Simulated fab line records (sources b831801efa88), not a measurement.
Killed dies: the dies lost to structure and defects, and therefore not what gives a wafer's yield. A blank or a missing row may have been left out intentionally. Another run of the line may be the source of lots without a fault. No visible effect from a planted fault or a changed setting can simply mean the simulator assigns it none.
Comparing a struck lot with a sound one ; flow sky130 ; 14 steps out of a route of 708
Sound: wafers L566.2, L566.3, L566.6. The struck wafers were L574.1, L574.2, L574.6. Last of all comes the cause.
Per side, at each step with rows, come the tool, then ch with its chambers, and then its first start. Under that, the readings that differ: sound wafers ; struck wafers ; difference of the means ; sigmas: that difference in standard deviations of wafers without a fault.
alike: words and numbers the same on both sides, and readings whose means are apart by under 2 such deviations; not compared: readings that were withheld, readings missing a value for some wafer, numbers with overlapping values and no deviation given by the record, and bounds like >300 which may hide the same value.
A row with sigmas, a row that says differs or no value, or rows on one side alone: a step with any of these is where the two part. Numbers that don't overlap but have no deviation are shown without sigmas and don't part them. A reading that every wafer of one side lacks parts them only if that side has two wafers or more.

SKY_VIA2_STRIP_16: strips in O2/N2.
  sound on plasma_asher-02 ch 0,1, day 37 15:19; struck on plasma_asher-04 ch 0,1, day 40 00:42
reading;sound;struck;difference;sigmas
drypump_motor_current_A (A);6.4 6.4 6.3;5.1 5.1 5.1;-1.3;-2
  alike: n2_flow_sccm, oes_product_au, strip_time_to_endpoint_s
  not compared: rf_hours_counter_h
then, 3 steps without rows for these wafers: SKY_VIA2_STRIP_17 (strips in post etch residue remover, time 1200 s); SKY_VIA2_CLEAN_18 (cleans in IPA, time 180 s); SKY_VIA2_CLEAN_19 (cleans in O3/DIW).
SKY_VIA2_SPUTTER_20: material TiN, target thk 20 nm, time 80 s.
  sound: pvd_sputter-03 at day 37 15:56; struck: pvd_sputter-04 at day 40 01:21
  alike: cathode_dc_power_W, chamber_pressure_pa, throttle_valve_pct
SKY_VIA2_CVD_21: deposits W, target thk 420 nm, time 126.4 s.
  sound on cvd_w-02 ch 0,1, day 37 16:01; struck on cvd_w-02 ch 0,1, day 40 01:25
  alike: chamber_pressure_Torr, heater_power_w
SKY_VIA2_RS_MEAS_22: the measuring method here is four-point-probe.
  sound: film_metro-03 at day 37 16:10; struck: film_metro-01 at day 40 01:32
  alike: VIA2_W_RS
SKY_VIA2_THK_MEAS_23: measures by xrf.
  sound: film_metro-03 at day 37 16:16; struck: film_metro-01 at day 40 01:40
  alike: VIA2_W_THK
then, 3 steps without rows for these wafers: SKY_VIA2_CMP_24 (polishes, stops on SiO2, t overpolish 20 s, target thk 0 nm); SKY_METAL3_SPUTTER_00 (material Ti, target thk 15 nm, time 10 s); SKY_METAL3_SPUTTER_01 (material TiN, target thk 20 nm, time 16.7 s).
SKY_METAL3_SPUTTER_02: material AlCu, target thk 735 nm, time 39.1 s.
  sound: pvd_sputter-02 at day 37 16:40; struck: pvd_sputter-02 at day 40 02:10
  alike: cathode_dc_power_W, chamber_pressure_pa, throttle_valve_pct
SKY_METAL3_SPUTTER_03: material Ti, target thk 5 nm, time 3.3 s.
  sound: pvd_sputter-02 at day 37 16:42; struck: pvd_sputter-02 at day 40 02:12
  no value came back on the struck wafers for cathode_dc_power_W (W), chamber_pressure_pa (Pa), throttle_valve_pct (%); on the sound wafers cathode_dc_power_W (W) reads 3000.8 3000.1 2999.4
SKY_METAL3_SPUTTER_04: material TiN, target thk 70 nm, time 58.3 s.
  sound: pvd_sputter-02 at day 37 16:43; struck: pvd_sputter-02 at day 40 02:13
  alike: cathode_dc_power_W, chamber_pressure_pa, throttle_valve_pct

WHERE THEY PART
At SKY_VIA2_STRIP_16 first; at SKY_METAL3_SPUTTER_03 last (within this record only). Later steps at which nothing parts them and some readings are alike: SKY_METAL3_SPUTTER_04.

WHY: what had been put in by the simulator
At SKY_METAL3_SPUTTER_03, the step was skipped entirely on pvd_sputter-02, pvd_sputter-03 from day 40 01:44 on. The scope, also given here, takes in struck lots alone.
